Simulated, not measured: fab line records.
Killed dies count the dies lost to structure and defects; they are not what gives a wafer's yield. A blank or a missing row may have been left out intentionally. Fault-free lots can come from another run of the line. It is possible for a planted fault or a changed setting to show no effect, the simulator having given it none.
fab line records -- flow sfqLine
record lots=13, wafers=39, lastDay=87
route steps=325 shown I0@44 I1@73 I2@106
lots that met no fault: taken from a fault-free run of the same line
startH: the number of hours between the record's first day and the start of the first shown wafer of the lot -- waitH: hours from the lot's prior step to this one -- " repeats the value in the row above -- L1.1+2: one row covering several wafers at once -- - no value, or no start given -- * or withheld: withheld -- < > ~ a bound
route shown NAME@n: a module of which the file shows steps, and the number in the route of the first -- usual: the fault-free wafers' mean and standard deviation -- same: alike in all rows -- chamber/n: place in a boat -- sites: each site's reading -- _std_site: the standard deviation of these -- _edge_site: mean of outer sites minus mean of inner sites -- radiusMm: for every site, how far away it sits from the centre of the wafer -- mask NAME#n: copy n -- behind: the tool/chamber that last shaped the wafer -- hold: what put the lot on hold/how long, in hours/how the hold closed -- device: names the non-switching transistor (n, p or np) -- end of line: the same wafers' tests at the end of the route -- a step given without rows: its recipe and nothing more -- killed: dies that structure and defects cost at the first sort, which is not the same as the wafer's yield -- map: shows each die of a wafer: x if killed, . if not, _ if none is there
set.NAME: setting as actually run; set.NAME@STEP: the setting as run at that earlier step -- model.NAME: the simulator's own value behind a step, which no gauge read
steps of the route over a sample of lots; a table a step, a row a wafer
services: the hour from which a tool's chamber was out of use, counted from the record's first day as startH (under 0 if before that day), plus the number of hours and why
## steps
# step SFQ_TRILAYER_I0_CMP_CMP_028
# recipe material=SiO2, downForcePsi=3, platenRpm=60, padVelocityMS=0.94248
# usual motorCurrentA=10.0/1.4, platenRpm=60.00/0.04, timeToEndpointS=218/8
lot.wafer,tool,chamber,startH,waitH,motorCurrentA,platenRpm,timeToEndpointS
L411.1,cmp-02,2,178.93,1.0,9.4,59.96,211
L411.5,cmp-02,0,179.93,2.0,9.7,59.97,224
L411.6,cmp-02,1,179.93,2.0,11.9,59.89,220
L412.1,cmp-01,0,181.53,0.0,8.8,59.94,219
L412.4,cmp-01,1,181.53,0.0,10.4,59.97,222
L412.3,cmp-01,3,183.03,1.5,12.1,60.03,227
L413.4,cmp-02,1,183.23,0.5,11.3,59.97,214
L413.2,cmp-02,3,184.23,1.5,9.0,60.01,208
L413.6,cmp-02,1,185.23,2.5,11.1,60.02,207
L421.3,cmp-02,0,340.06,0.1,10.1,60.01,241
L421.4,cmp-02,3,341.56,1.5,8.4,59.95,221
L421.5,cmp-02,1,342.56,2.5,11.8,59.98,217
L422.3,cmp-01,2,346.65,0.6,8.7,60.02,202
L422.1,cmp-01,3,346.65,0.6,12.5,60.03,214
L422.6,cmp-01,2,348.65,2.6,8.2,59.98,212
L424.4,cmp-01,0,361.47,0.0,8.8,60.01,232
L424.3,cmp-01,3,362.97,1.5,12.4,60.07,229
L424.6,cmp-01,0,362.97,1.5,8.5,59.98,236
L425.1,cmp-01,2,371.69,1.0,8.0,59.98,222
L425.6,cmp-01,0,372.69,2.0,8.5,59.94,224
L425.5,cmp-01,1,372.69,2.0,10.0,60.00,233
L426.3,cmp-01,2,380.09,1.0,8.3,59.98,220
L426.1,cmp-01,3,380.09,1.0,12.3,59.99,223
L426.6,cmp-01,0,380.09,1.0,8.7,59.95,218
L430.4,cmp-01,1,408.76,0.6,9.6,60.04,222
L430.1,cmp-01,2,408.76,0.6,8.2,59.97,209
L430.5,cmp-01,2,411.26,3.1,8.0,60.02,211
L431.4,cmp-02,0,431.05,2.1,10.1,60.01,215
L431.2,cmp-02,1,431.05,2.1,10.7,60.04,207
L431.3,cmp-02,3,432.55,3.6,8.9,60.03,212
L432.3,cmp-02,1,435.73,0.5,11.2,60.00,210
L432.1,cmp-02,3,436.73,1.5,8.9,60.05,213
L432.5,cmp-02,0,436.73,1.5,10.1,59.98,217
L433.1,cmp-02,1,443.17,1.0,11.3,60.00,213
L433.3,cmp-02,2,443.17,1.0,9.7,60.05,222
L433.6,cmp-02,0,444.67,2.5,10.0,59.98,232
L434.2,cmp-01,3,447.57,1.8,12.9,59.96,226
L434.6,cmp-01,0,447.57,1.8,8.0,59.99,219
L434.5,cmp-01,1,447.57,1.8,10.6,60.02,221
# step SFQ_TRILAYER_I0_METRO_MEASURE_029
# usual thkNm=200.8/0.99
lot.wafer,tool,chamber,startH,waitH,thkNm
L411.1,filmMetro-03,-,181.05,0.1,200.3
L411.5,filmMetro-03,-,181.05,0.1,200.8
L411.6,filmMetro-03,-,181.05,0.1,200.1
L412.1,filmMetro-03,-,184.65,0.1,199.0
L412.3,filmMetro-03,-,184.65,0.1,200.4
L412.4,filmMetro-03,-,184.65,0.1,200.3
L413.2,filmMetro-01,-,186.05,0.3,201.8
L413.4,filmMetro-01,-,186.05,0.3,202.4
L413.6,filmMetro-01,-,186.05,0.3,201.2
L421.3,filmMetro-01,-,343.58,0.5,150.7
L421.4,filmMetro-01,-,343.58,0.5,199.9
L421.5,filmMetro-01,-,343.58,0.5,200.4
L422.1,filmMetro-01,-,349.77,0.1,200.4
L422.3,filmMetro-01,-,349.77,0.1,200.1
L422.6,filmMetro-01,-,349.77,0.1,200.6
L424.3,filmMetro-03,-,364.99,0.5,201.0
L424.4,filmMetro-03,-,364.99,0.5,200.5
L424.6,filmMetro-03,-,364.99,0.5,200.4
L425.1,filmMetro-03,-,373.81,0.1,199.7
L425.5,filmMetro-03,-,373.81,0.1,202.7
L425.6,filmMetro-03,-,373.81,0.1,199.3
L426.1,filmMetro-01,-,382.21,0.1,202.7
L426.3,filmMetro-01,-,382.21,0.1,203.6
L426.6,filmMetro-01,-,382.21,0.1,200.3
L430.1,filmMetro-03,-,411.88,0.1,199.8
L430.4,filmMetro-03,-,411.88,0.1,200.6
L430.5,filmMetro-03,-,411.88,0.1,200.3
L431.2,filmMetro-04,-,434.37,0.3,202.3
L431.3,filmMetro-04,-,434.37,0.3,200.1
L431.4,filmMetro-04,-,434.37,0.3,200.3
L432.1,filmMetro-03,-,438.35,0.1,201.3
L432.3,filmMetro-03,-,438.35,0.1,201.9
L432.5,filmMetro-03,-,438.35,0.1,201.1
L433.1,filmMetro-04,-,445.29,0.1,200.7
L433.3,filmMetro-04,-,445.29,0.1,201.6
L433.6,filmMetro-04,-,445.29,0.1,201.1
L434.2,filmMetro-03,-,449.39,0.3,203.2
L434.5,filmMetro-03,-,449.39,0.3,201.0
L434.6,filmMetro-03,-,449.39,0.3,201.9
# step SFQ_TRILAYER_I0_VIA_ETCH_VIA_ETCH_034
# recipe target=SiO2, stopOn=Nb, maskMaterial=PR, taperDeg=20, chemistry=CHF3, targetDepthNm=260, sourceW=500, biasW=80, pressureMtorr=30, timeS=withheld
# usual drypumpMotorCurrentA=5.6/0.32, oesProductAu=0.857/0.0053
lot.wafer,tool,chamber,startH,waitH,drypumpMotorCurrentA,oesProductAu
L411.1,rieDiel-01,2,277.91,0.0,6.0,0.865
L411.5,rieDiel-01,0,277.91,0.0,5.8,0.853
L411.6,rieDiel-01,3,277.91,0.0,5.2,0.856
L412.1,rieDiel-04,2,284.07,0.0,5.6,0.852
L412.3,rieDiel-04,0,284.07,0.0,5.3,0.848
L412.4,rieDiel-04,3,284.07,0.0,5.4,0.857
L413.2,rieDiel-01,0,285.11,0.0,5.8,0.861
L413.4,rieDiel-01,2,285.11,0.0,6.0,0.861
L413.6,rieDiel-01,3,285.11,0.0,5.2,0.861
L421.3,rieDiel-01,3,347.40,0.0,5.2,0.744
L421.4,rieDiel-01,2,347.40,0.0,6.0,0.852
L421.5,rieDiel-01,0,347.40,0.0,5.8,0.852
L422.1,rieDiel-01,3,353.85,0.0,5.2,0.857
L422.3,rieDiel-01,1,353.85,0.0,5.9,0.854
L422.6,rieDiel-01,2,353.85,0.0,6.0,0.864
L424.3,rieDiel-02,1,370.00,0.0,5.0,0.857
L424.4,rieDiel-02,0,370.00,0.0,5.6,0.862
L424.6,rieDiel-02,0,370.00,0.0,5.6,0.855
L425.1,rieDiel-04,3,377.34,0.0,5.4,0.855
L425.5,rieDiel-04,2,377.34,0.0,5.6,0.864
L425.6,rieDiel-04,1,377.34,0.0,6.0,0.855
L426.1,rieDiel-04,2,388.96,0.0,5.6,0.868
L426.3,rieDiel-04,1,388.96,0.0,6.0,0.855
L426.6,rieDiel-04,2,388.96,0.0,5.6,0.857
L430.1,rieDiel-04,0,571.87,0.0,5.3,0.856
L430.4,rieDiel-04,2,571.87,0.0,5.6,0.860
L430.5,rieDiel-04,1,571.87,0.0,6.0,0.856
L431.2,rieDiel-01,0,594.67,0.0,5.8,0.860
L431.3,rieDiel-01,1,594.67,0.0,5.9,0.853
L431.4,rieDiel-01,2,594.67,0.0,6.0,0.851
L432.1,rieDiel-04,3,600.64,0.0,5.4,0.855
L432.3,rieDiel-04,2,600.64,0.0,5.6,0.869
L432.5,rieDiel-04,1,600.64,0.0,6.0,0.857
L433.1,rieDiel-01,2,606.64,0.0,6.0,0.851
L433.3,rieDiel-01,0,606.64,0.0,5.8,0.857
L433.6,rieDiel-01,3,606.64,0.0,5.2,0.860
L434.2,rieDiel-04,0,612.64,0.0,5.4,0.868
L434.5,rieDiel-04,0,612.64,0.0,5.3,0.852
L434.6,rieDiel-04,1,612.64,0.0,6.0,0.859
# step SFQ_TRILAYER_I0_VIA_STRIP_STRIP_035
# recipe gas=O2, powerW=200, platenTempC=40, overashFraction=0.65, chemistry=O2, pressureMtorr=50
# usual drypumpMotorCurrentA=5.8/0.34, oesProductAu=0.997/0.012
lot.wafer,tool,chamber,startH,waitH,drypumpMotorCurrentA,oesProductAu,rfHoursCounterH
L411.1,rieMetal-02,0,278.02,-,5.6,0.996,41
L411.5,rieMetal-02,1,278.02,-,5.8,0.974,-
L411.6,rieMetal-02,0,278.02,-,5.6,1.004,-
L412.1,rieMetal-01,1,284.18,-,6.3,0.993,26
L412.3,rieMetal-01,0,284.18,-,6.1,1.005,-
L412.4,rieMetal-01,1,284.18,-,6.3,0.990,-
L413.2,rieMetal-04,1,285.42,-,5.8,0.994,-
L413.4,rieMetal-04,1,285.42,-,5.8,1.004,-
L413.6,rieMetal-04,1,285.42,-,5.8,1.005,-
L421.3,rieMetal-02,1,347.71,-,5.7,0.983,-
L421.4,rieMetal-02,0,347.71,-,5.6,1.008,-
L421.5,rieMetal-02,1,347.71,-,5.8,0.986,-
L422.1,rieMetal-02,1,353.96,-,5.7,0.982,144
L422.3,rieMetal-02,0,353.96,-,5.6,0.991,-
L422.6,rieMetal-02,0,353.96,-,5.6,0.994,-
L424.3,rieMetal-02,1,370.31,-,5.7,0.989,-
L424.4,rieMetal-02,0,370.31,-,5.6,0.999,-
L424.6,rieMetal-02,1,370.31,-,5.7,0.991,-
L425.1,rieMetal-04,0,377.45,-,5.0,1.006,120
L425.5,rieMetal-04,0,377.45,-,5.0,1.003,-
L425.6,rieMetal-04,1,377.45,-,5.9,0.996,-
L426.1,rieMetal-01,1,389.07,-,6.3,1.002,43
L426.3,rieMetal-01,1,389.07,-,6.3,0.989,-
L426.6,rieMetal-01,1,389.07,-,6.3,0.992,-
L430.1,rieMetal-01,1,571.98,-,6.3,0.996,71
L430.4,rieMetal-01,1,571.98,-,6.3,1.018,-
L430.5,rieMetal-01,1,571.98,-,6.3,0.987,-
L431.2,rieMetal-01,1,594.78,-,6.3,1.002,75
L431.3,rieMetal-01,1,594.78,-,6.3,1.001,-
L431.4,rieMetal-01,0,594.78,-,6.1,1.012,-
L432.1,rieMetal-01,0,600.75,-,6.1,1.020,30
L432.3,rieMetal-01,0,600.75,-,6.1,1.016,-
L432.5,rieMetal-01,1,600.75,-,6.3,1.005,-
L433.1,rieMetal-04,0,606.75,-,5.0,1.022,4
L433.3,rieMetal-04,0,606.75,-,5.0,1.016,-
L433.6,rieMetal-04,1,606.75,-,5.8,1.001,-
L434.2,rieMetal-02,0,612.75,-,5.7,0.979,93
L434.5,rieMetal-02,1,612.75,-,5.7,0.975,-
L434.6,rieMetal-02,0,612.75,-,5.7,0.991,-
# step SFQ_TRILAYER_I1_DEP_PECVD_045
# recipe material=SiO2, tempC=150, timeS=111.11, pressureTorr=2.4, rfW=183.3, precursor=SiH4/N2O, targetThkNm=500
# usual chamberPressureTorr=2.399/0.0053, heaterPowerW=90/16, throttleValvePct=26.0/1.3
lot.wafer,tool,chamber,startH,waitH,chamberPressureTorr,heaterPowerW,throttleValvePct
L411.1,pecvd-03,1,405.68,0.0,2.395,120,26.1
L411.5,pecvd-03,0,405.68,0.0,2.393,87,25.5
L411.6,pecvd-03,1,405.68,0.0,2.407,123,26.2
L412.1,pecvd-02,0,413.65,0.0,2.407,91,26.9
L412.3,pecvd-02,2,413.65,0.0,2.397,86,25.3
L412.4,pecvd-02,0,413.65,0.0,2.409,95,26.9
L413.2,pecvd-01,0,415.27,0.0,2.397,76,25.6
L413.4,pecvd-01,2,415.27,0.0,2.405,63,26.4
L413.6,pecvd-01,0,415.27,0.0,2.403,78,25.2
L421.3,pecvd-01,0,504.61,0.0,2.394,76,25.7
L421.4,pecvd-01,2,504.61,0.0,2.394,79,26.9
L421.5,pecvd-01,0,504.61,0.0,2.399,74,25.6
L422.1,pecvd-01,2,511.81,0.0,2.391,75,26.8
L422.3,pecvd-01,1,511.81,0.0,2.396,83,24.5
L422.6,pecvd-01,2,511.81,0.0,2.401,75,27.0
L424.3,pecvd-03,1,527.41,0.0,2.402,113,25.8
L424.4,pecvd-03,1,527.41,0.0,2.397,118,26.1
L424.6,pecvd-03,2,527.41,0.0,2.396,117,28.8
L425.1,pecvd-01,1,538.66,0.0,2.399,87,24.2
L425.5,pecvd-01,0,538.66,0.0,2.397,74,26.0
L425.6,pecvd-01,1,538.66,0.0,2.399,91,24.3
L426.1,pecvd-02,2,552.32,0.0,2.402,102,25.8
L426.3,pecvd-02,0,552.32,0.0,2.399,82,27.0
L426.6,pecvd-02,1,552.32,0.0,2.412,89,25.4
L430.1,pecvd-01,2,730.70,0.0,2.400,79,28.1
L430.4,pecvd-01,0,730.70,0.0,2.394,62,26.6
L430.5,pecvd-01,2,730.70,0.0,2.401,78,28.4
L431.2,pecvd-02,1,749.73,0.0,2.398,84,25.5
L431.3,pecvd-02,2,749.73,0.0,2.400,97,25.9
L431.4,pecvd-02,1,749.73,0.0,2.395,89,25.4
L432.1,pecvd-02,1,756.45,0.0,2.384,89,25.2
L432.3,pecvd-02,0,756.45,0.0,2.402,94,27.0
L432.5,pecvd-02,1,756.45,0.0,2.399,74,25.0
L433.1,pecvd-02,1,760.05,0.0,2.389,80,25.3
L433.3,pecvd-02,0,760.05,0.0,2.389,89,27.0
L433.6,pecvd-02,1,760.05,0.0,2.402,84,25.2
L434.2,pecvd-03,1,764.85,0.0,2.391,129,23.7
L434.5,pecvd-03,2,764.85,0.0,2.402,115,24.2
L434.6,pecvd-03,1,764.85,0.0,2.392,131,23.8
# step SFQ_TRILAYER_I2_METRO_MEASURE_065
# usual thkNm=200.7/0.93
lot.wafer,tool,chamber,startH,waitH,thkNm
L411.1,filmMetro-01,-,728.92,0.1,200.2
L411.5,filmMetro-01,-,728.92,0.1,199.6
L411.6,filmMetro-01,-,728.92,0.1,201.5
L412.1,filmMetro-03,-,738.52,0.1,199.9
L412.3,filmMetro-03,-,738.52,0.1,199.6
L412.4,filmMetro-03,-,738.52,0.1,200.4
L413.2,filmMetro-04,-,739.92,0.3,201.1
L413.4,filmMetro-04,-,739.92,0.3,200.9
L413.6,filmMetro-04,-,739.92,0.3,201.5
L421.3,filmMetro-01,-,827.96,0.5,200.5
L421.4,filmMetro-01,-,827.96,0.5,200.2
L421.5,filmMetro-01,-,827.96,0.5,199.3
L422.1,filmMetro-04,-,830.56,0.1,200.2
L422.3,filmMetro-04,-,830.56,0.1,200.2
L422.6,filmMetro-04,-,830.56,0.1,199.3
L424.3,filmMetro-03,-,840.74,0.5,200.3
L424.4,filmMetro-03,-,840.74,0.5,201.9
L424.6,filmMetro-03,-,840.74,0.5,200.0
L425.1,filmMetro-01,-,847.20,0.1,202.4
L425.5,filmMetro-01,-,847.20,0.1,202.2
L425.6,filmMetro-01,-,847.20,0.1,201.9
L426.1,filmMetro-04,-,867.16,0.1,200.2
L426.3,filmMetro-04,-,867.16,0.1,200.9
L426.6,filmMetro-04,-,867.16,0.1,200.8
L430.1,filmMetro-04,-,899.33,0.1,202.1
L430.4,filmMetro-04,-,899.33,0.1,201.5
L430.5,filmMetro-04,-,899.33,0.1,199.6
L431.2,filmMetro-03,-,911.94,0.3,200.2
L431.3,filmMetro-03,-,911.94,0.3,201.6
L431.4,filmMetro-03,-,911.94,0.3,200.2
L432.1,filmMetro-04,-,914.18,0.1,201.2
L432.3,filmMetro-04,-,914.18,0.1,202.1
L432.5,filmMetro-04,-,914.18,0.1,201.3
L433.1,filmMetro-03,-,918.94,0.1,200.5
L433.3,filmMetro-03,-,918.94,0.1,201.5
L433.6,filmMetro-03,-,918.94,0.1,199.5
L434.2,filmMetro-03,-,926.52,0.3,202.5
L434.5,filmMetro-03,-,926.52,0.3,201.4
L434.6,filmMetro-03,-,926.52,0.3,201.0
## services
tool,chamber,startH,hours,kind
filmMetro-01,-,155.41,0.3,pm
filmMetro-03,-,172.94,1.0,pm
filmMetro-01,-,217.08,0.8,pm
filmMetro-01,-,230.09,3.0,repair
cmp-01,-,232.29,4.0,pm
cmp-01,-,238.88,0.6,repair
cmp-01,-,239.13,1.1,repair
filmMetro-04,-,241.03,0.4,pm
filmMetro-03,-,259.55,0.5,pm
cmp-01,-,268.49,1.7,pm
cmp-01,-,270.27,0.2,repair
filmMetro-04,-,270.69,1.4,pm
filmMetro-03,-,283.67,0.7,pm
cmp-01,-,302.85,1.5,repair
filmMetro-03,-,322.52,0.8,pm
filmMetro-03,-,366.92,0.8,pm
filmMetro-03,-,503.68,1.1,pm
filmMetro-03,-,528.67,0.6,pm
filmMetro-03,-,567.59,2.9,pm
filmMetro-03,-,624.83,7.7,pm
filmMetro-03,-,748.68,1.2,pm
filmMetro-03,-,773.67,0.9,pm
filmMetro-03,-,812.52,1.9,pm
filmMetro-03,-,892.34,1.5,repair
## key
firstSign step=SFQ_TRILAYER_I0_METRO_MEASURE_029, reading=thkNm, direction=down, sigmas=51, usual=200.8, struck=150.7
effect step=SFQ_TRILAYER_I0_VIA_ETCH_VIA_ETCH_034, reading=oesProductAu, direction=down, sigmas=21, usual=0.857, struck=0.744
metAt SFQ_TRILAYER_I0_CMP_CMP_028
struckLots L421
struckWafers L421.3
notActingAt SFQ_TRILAYER_I0_VIA_STRIP_STRIP_035,SFQ_TRILAYER_I1_DEP_PECVD_045,SFQ_TRILAYER_I2_METRO_MEASURE_065
onsetBetween 178.93 340.06
fault kind=processParameterDrift, tool=cmp-02, chamber=0, onsetH=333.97, steps=SFQ_TRILAYER_I0_CMP_CMP_028, channel=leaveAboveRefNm, offset=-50, shape=step, endH=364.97, actsIn=theseRecipesOnly, stated=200
